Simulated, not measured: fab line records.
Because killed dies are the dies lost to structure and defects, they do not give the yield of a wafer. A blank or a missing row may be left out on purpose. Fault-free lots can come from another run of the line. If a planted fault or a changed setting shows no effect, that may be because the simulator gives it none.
fab line records ; flow sky130
record: lots: 13; wafers: 39; last-day: 50
route steps=708 shown LOCAL_INTERCONNECT@399 CONTACT@422 METAL1@436 PAD_OPEN@708
lots with no fault: from the same line, run without faults
start-h: hours from the record's first day to the start of the lot's first wafer shown ; wait-h: how many hours have passed since the lot's step before this one ; " the same as in the row above ; L1.1+2: a row that stands for several wafers ; - either no value or no given start ; * or withheld: withheld ; < > ~ a bound
route shown NAME@n: names a module that has steps shown in the file, with the first one's number in the route ; usual: mean/standard deviation taken from wafers without a fault ; same: alike in all rows ; chamber/n: place in a boat ; sites: per-site readings ; _std_site: their standard deviation ; _edge_site: outer sites' mean less inner sites' ; radius-mm: for every site, how far away it sits from the centre of the wafer ; mask NAME#n: copy n ; behind: the tool/chamber that last shaped the wafer ; hold: why the lot went on hold/how many hours it stayed there/how the hold came to an end ; device: names the non-switching transistor (n, p or np) ; end of line: the tests these same wafers got at the end of their route ; for a step that has no rows: nothing shown but its recipe ; killed: count of dies lost to structure and defects at first sort (not the wafer's yield) ; map: dies across one wafer; x = killed, . = not, _ = none there
set.NAME: the setting that was run; set.NAME@STEP: the one run at that earlier step ; model.NAME: the simulator's own value behind a step, which no gauge read
steps of the route over a sample of lots; a table a step, a row a wafer
services: when a tool's chamber went out of use (start-h, in hours from the record's first day, below 0 if earlier), for how many hours, and the reason
== steps ==
step: SKY_LOCAL_INTERCONNECT_OVL_MEAS_12
usual: LOCAL_INTERCONNECT_OVL: 1/4.8
lot.wafer;tool;chamber;start-h;wait-h;LOCAL_INTERCONNECT_OVL[nm]
L518.2;overlay-02;-;734.08;0.1;0
L518.3;overlay-02;-;734.08;0.1;-8
L518.4;overlay-02;-;734.08;0.1;3
L522.1;overlay-01;-;746.96;0.1;-4
L522.2;overlay-01;-;746.96;0.1;-4
L522.6;overlay-01;-;746.96;0.1;0
L521.2;overlay-02;-;747.01;0.1;-1
L521.3;overlay-02;-;747.01;0.1;-2
L521.5;overlay-02;-;747.01;0.1;-4
L525.1;overlay-02;-;773.07;0.1;4
L525.3;overlay-02;-;773.07;0.1;6
L525.6;overlay-02;-;773.07;0.1;-1
L526.1;overlay-02;-;776.52;0.1;-3
L526.3;overlay-02;-;776.52;0.1;-5
L526.4;overlay-02;-;776.52;0.1;-4
L527.3;overlay-01;-;779.37;0.1;8
L527.4;overlay-01;-;779.37;0.1;11
L527.5;overlay-01;-;779.37;0.1;7
L528.1;overlay-01;-;783.62;0.1;1
L528.5;overlay-01;-;783.62;0.1;4
L528.6;overlay-01;-;783.62;0.1;2
L529.1;overlay-01;-;791.97;0.1;8
L529.3;overlay-01;-;791.97;0.1;6
L529.4;overlay-01;-;791.97;0.1;2
L533.3;overlay-01;-;825.07;0.1;5
L533.4;overlay-01;-;825.07;0.1;-1
L533.6;overlay-01;-;825.07;0.1;0
L538.2;overlay-01;-;864.87;0.1;10
L538.3;overlay-01;-;864.87;0.1;0
L538.6;overlay-01;-;864.87;0.1;6
L539.1;overlay-01;-;885.96;0.1;7
L539.4;overlay-01;-;885.96;0.1;7
L539.6;overlay-01;-;885.96;0.1;7
L540.2;overlay-02;-;886.66;0.1;2
L540.4;overlay-02;-;886.66;0.1;-1
L540.6;overlay-02;-;886.66;0.1;-3
L541.2;overlay-02;-;889.17;0.1;-3
L541.4;overlay-02;-;889.17;0.1;0
L541.5;overlay-02;-;889.17;0.1;-2
step: SKY_CONTACT_ETCH_16
recipe: chemistry: N2/H2; target: BARC; ion-energy-ev: 200; source-w: 500; bias-w: 100; pressure-mtorr: 30; n2-flow-sccm: 100; h2-flow-sccm: 200; stop-on: SiO2; time-s: 45.9; target-depth-a: 600
usual: bias-w: 99.99/0.26; drypump-motor-current-A: 5.9/0.4; oes-product-au: 0.855/0.0052; throttle-valve-pct: 13.224/0.0083
lot.wafer;tool;chamber;start-h;wait-h;bias-w;drypump-motor-current-A;oes-product-au;rf-hours-counter-h;throttle-valve-pct
L518.2;rie-diel-03;1;763.16;0.0;100.16;5.9;0.852;37;13.217
L518.3;rie-diel-03;3;763.16;0.0;100.35;5.7;0.851;37;13.224
L518.4;rie-diel-03;2;763.16;0.0;99.54;6.6;0.852;12;13.226
L522.1;rie-diel-03;3;775.79;0.0;99.83;5.7;0.852;37;13.232
L522.2;rie-diel-03;0;775.79;0.0;100.03;6.0;0.865;9;13.230
L522.6;rie-diel-03;0;775.79;0.0;100.11;6.0;0.864;-;13.234
L521.2;rie-diel-02;2;776.05;0.0;99.70;6.2;0.848;7;13.227
L521.3;rie-diel-02;3;776.05;0.0;100.42;5.6;0.846;10;13.223
L521.5;rie-diel-02;2;776.05;0.0;100.07;6.2;0.845;-;13.224
L525.1;rie-diel-04;3;800.84;0.0;99.99;5.3;0.856;16;13.233
L525.3;rie-diel-04;0;800.84;0.0;100.25;5.6;0.855;9;13.234
L525.6;rie-diel-04;2;800.84;0.0;100.13;6.4;0.850;-;13.214
L526.1;rie-diel-04;2;804.80;0.0;100.18;6.4;0.858;11;13.211
L526.3;rie-diel-04;0;804.80;0.0;99.92;5.6;0.844;10;13.221
L526.4;rie-diel-04;1;804.80;0.0;100.16;6.2;0.844;15;13.234
L527.3;rie-diel-04;3;807.34;0.0;99.68;5.3;0.856;16;13.221
L527.4;rie-diel-04;1;807.34;0.0;99.75;6.1;0.848;15;13.219
L527.5;rie-diel-04;3;807.34;0.0;99.43;5.3;0.850;-;13.209
L528.1;rie-diel-04;1;811.70;0.0;100.21;6.1;0.850;15;13.207
L528.5;rie-diel-04;3;811.70;0.0;100.03;5.3;0.853;-;13.232
L528.6;rie-diel-04;0;811.70;0.0;100.18;5.6;0.855;-;13.233
L529.1;rie-diel-04;0;820.15;0.0;99.77;5.6;0.862;10;13.220
L529.3;rie-diel-04;3;820.15;0.0;99.96;5.3;0.859;16;13.225
L529.4;rie-diel-04;1;820.15;0.0;100.63;6.2;0.845;15;13.219
L533.3;rie-diel-03;1;852.85;0.0;99.77;5.9;0.865;2;13.221
L533.4;rie-diel-03;0;852.85;0.0;99.78;6.0;0.861;12;13.227
L533.6;rie-diel-03;1;852.85;0.0;99.96;5.9;0.855;-;13.218
L538.2;rie-diel-03;3;893.46;0.0;99.99;5.7;0.864;2;13.211
L538.3;rie-diel-03;0;893.46;0.0;99.76;5.9;0.859;13;13.223
L538.6;rie-diel-03;3;893.46;0.0;99.95;5.7;0.860;-;13.238
L539.1;rie-diel-02;1;912.71;0.0;100.21;5.3;0.853;14;13.222
L539.4;rie-diel-02;3;912.71;0.0;100.17;5.6;0.853;14;13.225
L539.6;rie-diel-02;3;912.71;0.0;99.61;5.6;0.859;-;13.228
L540.2;rie-diel-03;3;913.06;0.0;99.58;5.7;0.855;3;13.211
L540.4;rie-diel-03;0;913.06;0.0;99.70;6.0;0.855;14;13.224
L540.6;rie-diel-03;3;913.06;0.0;99.77;5.7;0.854;-;13.216
L541.2;rie-diel-03;1;915.69;0.0;99.69;5.9;0.856;4;13.227
L541.4;rie-diel-03;2;915.69;0.0;99.94;6.6;0.859;18;13.214
L541.5;rie-diel-03;1;915.69;0.0;99.68;5.9;0.853;-;13.216
step: SKY_CONTACT_ETCH_17
recipe: target: SiO2; chemistry: C4F8/O2/Ar; stop-on: Si3N4; mask-material: KrF-thick; source-w: 1500; bias-w: 1200; pressure-mtorr: 40; c4f8-flow-sccm: withheld; O2_flow_sccm: 6; Ar_flow_sccm: 300; time-s: withheld; target-depth-a: 3400
usual: bias-w: 1200/3.4; oes-product-au: 0.891/0.0049
lot.wafer;tool;chamber;start-h;wait-h;bias-w;oes-product-au
L518.2;rie-diel-03;1;763.20;0.0;1195;0.896
L518.3;rie-diel-03;3;763.20;0.0;1201;0.884
L518.4;rie-diel-03;2;763.20;0.0;1203;0.887
L522.1;rie-diel-03;3;775.83;0.0;1201;0.889
L522.2;rie-diel-03;0;775.83;0.0;1210;0.890
L522.6;rie-diel-03;0;775.83;0.0;1199;0.892
L521.2;rie-diel-02;2;776.09;0.0;1194;0.892
L521.3;rie-diel-02;3;776.09;0.0;1205;0.889
L521.5;rie-diel-02;2;776.09;0.0;1197;0.901
L525.1;rie-diel-04;3;800.88;0.0;1197;0.889
L525.3;rie-diel-04;0;800.88;0.0;1199;0.885
L525.6;rie-diel-04;2;800.88;0.0;1198;0.884
L526.1;rie-diel-04;2;804.84;0.0;1202;0.893
L526.3;rie-diel-04;0;804.84;0.0;1197;0.901
L526.4;rie-diel-04;1;804.84;0.0;1203;0.889
L527.3;rie-diel-04;3;807.38;0.0;1206;0.885
L527.4;rie-diel-04;1;807.38;0.0;1207;0.889
L527.5;rie-diel-04;3;807.38;0.0;1196;0.894
L528.1;rie-diel-04;1;811.74;0.0;1195;0.891
L528.5;rie-diel-04;3;811.74;0.0;1201;0.896
L528.6;rie-diel-04;0;811.74;0.0;1265;0.882
L529.1;rie-diel-04;0;820.19;0.0;1262;0.888
L529.3;rie-diel-04;3;820.19;0.0;1202;0.892
L529.4;rie-diel-04;1;820.19;0.0;1203;0.883
L533.3;rie-diel-03;1;852.89;0.0;1200;0.892
L533.4;rie-diel-03;0;852.89;0.0;1206;0.887
L533.6;rie-diel-03;1;852.89;0.0;1198;0.886
L538.2;rie-diel-03;3;893.50;0.0;1188;0.893
L538.3;rie-diel-03;0;893.50;0.0;1199;0.899
L538.6;rie-diel-03;3;893.50;0.0;1194;0.888
L539.1;rie-diel-02;1;912.75;0.0;1200;0.894
L539.4;rie-diel-02;3;912.75;0.0;1198;0.888
L539.6;rie-diel-02;3;912.75;0.0;1199;0.886
L540.2;rie-diel-03;3;913.10;0.0;1198;0.893
L540.4;rie-diel-03;0;913.10;0.0;1198;0.889
L540.6;rie-diel-03;3;913.10;0.0;1198;0.886
L541.2;rie-diel-03;1;915.73;0.0;1200;0.889
L541.4;rie-diel-03;2;915.73;0.0;1203;0.900
L541.5;rie-diel-03;1;915.73;0.0;1205;0.899
step: SKY_METAL1_SPUTTER_02
recipe: material: AlCu; target-thk-nm: 250; power-w: 10600; time-s: 13.3; chamber-pressure-pa: 0.4
usual: cathode-dc-power-W: 10600/2.2; throttle-valve-pct: 30.1/1.3
lot.wafer;tool;chamber;start-h;wait-h;cathode-dc-power-W;throttle-valve-pct
L518.2;pvd-sputter-03;-;764.58;0.0;10596;28.6
L518.3;pvd-sputter-03;-;764.58;0.0;10598;29.3
L518.4;pvd-sputter-03;-;764.58;0.0;10599;29.5
L522.1;pvd-sputter-04;-;777.21;0.0;10602;30.4
L522.2;pvd-sputter-04;-;777.21;0.0;10600;32.2
L522.6;pvd-sputter-04;-;777.21;0.0;10600;32.2
L521.2;pvd-sputter-02;-;777.47;0.0;10598;27.6
L521.3;pvd-sputter-02;-;777.47;0.0;10599;30.2
L521.5;pvd-sputter-02;-;777.47;0.0;10597;30.1
L525.1;pvd-sputter-04;-;802.26;0.0;10602;28.2
L525.3;pvd-sputter-04;-;802.26;0.0;10602;30.6
L525.6;pvd-sputter-04;-;802.26;0.0;10601;31.0
L526.1;pvd-sputter-04;-;806.22;0.0;10599;31.1
L526.3;pvd-sputter-04;-;806.22;0.0;10596;31.9
L526.4;pvd-sputter-04;-;806.22;0.0;10605;30.6
L527.3;pvd-sputter-04;-;808.80;0.0;10599;30.6
L527.4;pvd-sputter-04;-;808.80;0.0;10600;30.8
L527.5;pvd-sputter-04;-;808.80;0.0;10595;28.4
L528.1;pvd-sputter-03;-;813.15;0.0;10603;31.1
L528.5;pvd-sputter-03;-;813.15;0.0;10598;29.6
L528.6;pvd-sputter-03;-;813.15;0.0;10602;31.2
L529.1;pvd-sputter-04;-;821.57;0.0;10601;30.9
L529.3;pvd-sputter-04;-;821.57;0.0;10599;28.4
L529.4;pvd-sputter-04;-;821.57;0.0;10596;30.8
L533.3;pvd-sputter-04;-;856.36;0.0;10603;31.0
L533.4;pvd-sputter-04;-;856.36;0.0;10602;32.3
L533.6;pvd-sputter-04;-;856.36;0.0;10603;30.5
L538.2;pvd-sputter-02;-;895.33;0.0;10602;29.8
L538.3;pvd-sputter-02;-;895.33;0.0;10602;30.6
L538.6;pvd-sputter-02;-;895.33;0.0;10601;30.3
L539.1;pvd-sputter-04;-;914.20;0.0;10600;31.8
L539.4;pvd-sputter-04;-;914.20;0.0;10599;30.9
L539.6;pvd-sputter-04;-;914.20;0.0;10597;32.1
L540.2;pvd-sputter-02;-;914.58;0.0;10601;27.8
L540.4;pvd-sputter-02;-;914.58;0.0;10601;31.4
L540.6;pvd-sputter-02;-;914.58;0.0;10601;30.1
L541.2;pvd-sputter-04;-;917.16;0.0;10602;30.4
L541.4;pvd-sputter-04;-;917.16;0.0;10602;28.4
L541.5;pvd-sputter-04;-;917.16;0.0;10597;30.5
step: SKY_PAD_OPEN_PROBE_99
usual: killed_at_M0_to_M3: 44/7.1; killed_at_M4_up: 3.0/1.9; killed-at-contacts: 25/5.6; killed-at-front-end: 14/4.1; killed-at-other: 0.2/0.44; killed-dies: 86/9.1; killed-open: 47/7.4; killed-short: 39/5.7
same: gross-dies: 492; killed-at-back-side: 0
lot.wafer;tool;chamber;start-h;wait-h;killed_at_M0_to_M3;killed_at_M4_up;killed-at-contacts;killed-at-front-end;killed-at-other;killed-dies;killed-open;killed-short
L518.2;prober-02;-;1091.77;0.1;41;1;28;12;0;82;44;38
L518.3;prober-02;-;1091.82;0.2;39;1;38;13;0;91;52;39
L518.4;prober-02;-;1091.87;0.2;33;6;23;19;0;81;41;38
L526.1;prober-02;-;1124.46;0.1;42;2;26;16;0;86;45;41
L526.3;prober-02;-;1124.56;0.2;48;5;29;14;0;96;55;41
L526.4;prober-02;-;1124.61;0.2;54;2;24;17;1;98;50;48
L527.3;prober-01;-;1127.21;0.2;38;4;27;12;0;81;41;36
L527.4;prober-01;-;1127.26;0.2;48;1;15;16;1;81;50;31
L527.5;prober-01;-;1127.31;0.2;37;3;27;10;0;77;48;29
L533.3;prober-01;-;1164.28;0.2;37;1;39;11;0;88;49;39
L533.4;prober-01;-;1164.33;0.2;44;4;21;12;0;81;41;40
L533.6;prober-01;-;1164.43;0.2;35;1;22;11;0;69;37;32
L541.2;prober-02;-;1208.25;0.1;47;2;33;9;1;92;49;43
L541.4;prober-02;-;1208.35;0.2;49;2;29;15;0;95;61;34
L541.5;prober-02;-;1208.40;0.2;54;1;19;24;0;98;50;48
killed by level:class
L518.2 CONTACT:geometric-particle:open=12 VIA1:geometric-particle:open=11 CONTACT:geometric-particle:short=6 VIA3:geometric-particle:open=6 LI_CONTACT:geometric-particle:open=5 METAL1:geometric-particle:short=5 LOCAL_INTERCONNECT:geometric-particle:short=4 VIA1:geometric-particle:short=4
L518.3 CONTACT:geometric-particle:open=18 LI_CONTACT:geometric-particle:open=11 METAL1:geometric-particle:short=8 VIA1:geometric-particle:open=8 VIA2:geometric-particle:short=6 POLY_GATE:geometric-particle:short=5 VIA3:geometric-particle:open=5 METAL2:geometric-particle:short=4
L518.4 LI_CONTACT:geometric-particle:open=7 CONTACT:geometric-particle:open=7 METAL4:geometric-particle:short=6 FIELD_ISO:geometric-particle:short=5 CONTACT:geometric-particle:short=5 VIA1:geometric-particle:open=5 METAL2:geometric-particle:short=5 VIA3:geometric-particle:open=5
L526.1 CONTACT:geometric-particle:open=13 VIA1:geometric-particle:open=8 VIA1:geometric-particle:short=8 METAL1:geometric-particle:short=7 METAL2:geometric-particle:short=7 LI_CONTACT:geometric-particle:open=6 FIELD_ISO:geometric-particle:short=5 FIELD_ISO:geometric-particle:open=4
L526.3 CONTACT:geometric-particle:open=13 VIA1:geometric-particle:open=8 VIA3:geometric-particle:open=8 METAL1:geometric-particle:short=6 LI_CONTACT:geometric-particle:open=6 VIA2:geometric-particle:open=6 CONTACT:geometric-particle:short=5 VIA2:geometric-particle:short=5
L526.4 METAL2:geometric-particle:short=15 CONTACT:geometric-particle:open=11 VIA1:geometric-particle:open=9 METAL1:geometric-particle:short=8 FIELD_ISO:geometric-particle:short=6 VIA2:geometric-particle:open=6 LI_CONTACT:geometric-particle:open=6 VIA3:geometric-particle:open=5
L527.3 LI_CONTACT:geometric-particle:open=9 VIA2:geometric-particle:open=8 CONTACT:geometric-particle:open=6 METAL1:geometric-particle:short=6 VIA1:geometric-particle:open=6 LOCAL_INTERCONNECT:geometric-particle:short=5 METAL2:geometric-particle:short=5 LI_CONTACT:geometric-particle:short=4
L527.4 VIA1:geometric-particle:open=11 VIA2:geometric-particle:open=8 VIA3:geometric-particle:open=8 CONTACT:geometric-particle:open=7 POLY_GATE:geometric-particle:open=5 LI_CONTACT:geometric-particle:open=5 METAL2:geometric-particle:short=5 FIELD_ISO:geometric-particle:open=3
L527.5 CONTACT:geometric-particle:open=10 VIA3:geometric-particle:open=10 LI_CONTACT:geometric-particle:open=7 VIA1:geometric-particle:open=5 VIA2:geometric-particle:open=5 FIELD_ISO:geometric-particle:short=4 LI_CONTACT:geometric-particle:short=4 METAL1:geometric-particle:short=4
L533.3 CONTACT:geometric-particle:open=16 LI_CONTACT:geometric-particle:open=10 VIA1:geometric-particle:open=9 METAL2:geometric-particle:short=6 CONTACT:geometric-particle:short=5 VIA3:geometric-particle:open=5 FIELD_ISO:geometric-particle:open=4 LOCAL_INTERCONNECT:geometric-particle:short=4
L533.4 CONTACT:geometric-particle:open=8 METAL2:geometric-particle:short=8 METAL1:geometric-particle:short=7 VIA3:geometric-particle:open=6 VIA1:geometric-particle:short=6 VIA3:geometric-particle:short=5 FIELD_ISO:geometric-particle:open=5 VIA2:geometric-particle:open=5
L533.6 VIA1:geometric-particle:open=10 CONTACT:geometric-particle:open=8 VIA2:geometric-particle:open=6 CONTACT:geometric-particle:short=5 FIELD_ISO:geometric-particle:short=4 METAL2:geometric-particle:short=4 VIA2:geometric-particle:short=3 LI_CONTACT:geometric-particle:open=3
L541.2 VIA1:geometric-particle:open=13 VIA3:geometric-particle:open=9 CONTACT:geometric-particle:short=8 VIA2:geometric-particle:open=8 LI_CONTACT:geometric-particle:short=7 CONTACT:geometric-particle:open=7 LI_CONTACT:geometric-particle:open=6 LOCAL_INTERCONNECT:geometric-particle:short=5
L541.4 VIA1:geometric-particle:open=16 CONTACT:geometric-particle:open=14 FIELD_ISO:geometric-particle:open=7 VIA1:geometric-particle:short=7 CONTACT:geometric-particle:short=6 VIA2:geometric-particle:open=6 METAL2:geometric-particle:short=5 LI_CONTACT:geometric-particle:open=4
L541.5 VIA1:geometric-particle:open=14 CONTACT:geometric-particle:open=10 VIA1:geometric-particle:short=9 METAL2:geometric-particle:short=9 FIELD_ISO:geometric-particle:short=8 FIELD_ISO:geometric-particle:open=7 VIA3:geometric-particle:open=5 VIA2:geometric-particle:open=5
== services ==
tool;chamber;start-h;hours;kind
pvd-sputter-04;-;771.44;3.4;repair
pvd-sputter-04;-;783.80;4.6;repair
rie-diel-03;1;790.60;-;clean
rie-diel-03;1;790.60;16.2;scheduled-down
rie-diel-03;1;790.60;16.2;vent-cycle
rie-diel-04;3;794.43;4.7;repair
rie-diel-02;-;800.73;1.5;repair
rie-diel-03;3;806.77;-;clean
rie-diel-03;3;806.77;19.0;scheduled-down
rie-diel-03;3;806.77;19.0;vent-cycle
pvd-sputter-04;-;814.13;1.9;repair
rie-diel-02;0;838.67;5.3;repair
rie-diel-03;2;844.74;7.2;repair
pvd-sputter-03;-;846.57;15.1;repair
pvd-sputter-03;-;854.84;0.6;repair
pvd-sputter-04;-;880.64;1.4;repair
rie-diel-03;3;903.40;5.8;repair
rie-diel-04;3;910.78;2.4;repair
rie-diel-04;-;915.52;0.6;repair
== key ==
first-sign: step: SKY_CONTACT_ETCH_17; reading: bias-w; direction: up; sigmas: 19; usual: 1200; struck: 1264
effect none on later readings
met-at SKY_CONTACT_ETCH_17
struck-lots L528,L529
struck-wafers L528.6,L529.1
tester-left-out L528,L529
not-acting-at SKY_LOCAL_INTERCONNECT_OVL_MEAS_12,SKY_CONTACT_ETCH_16,SKY_METAL1_SPUTTER_02
onset-between 804.84 811.74
fault: kind: process-parameter-drift; tool: rie-diel-04; chamber: 0; onset-h: 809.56; steps: SKY_CONTACT_ETCH_17; channel: bias-w; offset: 63.45; shape: step; end-h: 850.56; acts-in: these-recipes-only; stated: 1200
tester-left-out: of these lots the tester's yield and bins aren't shown, on N5 and GAA mostly nor the transistor test; their killed dies are dies lost to structure and defects alone, not to doping, threshold or leakage, so they don't give the yield
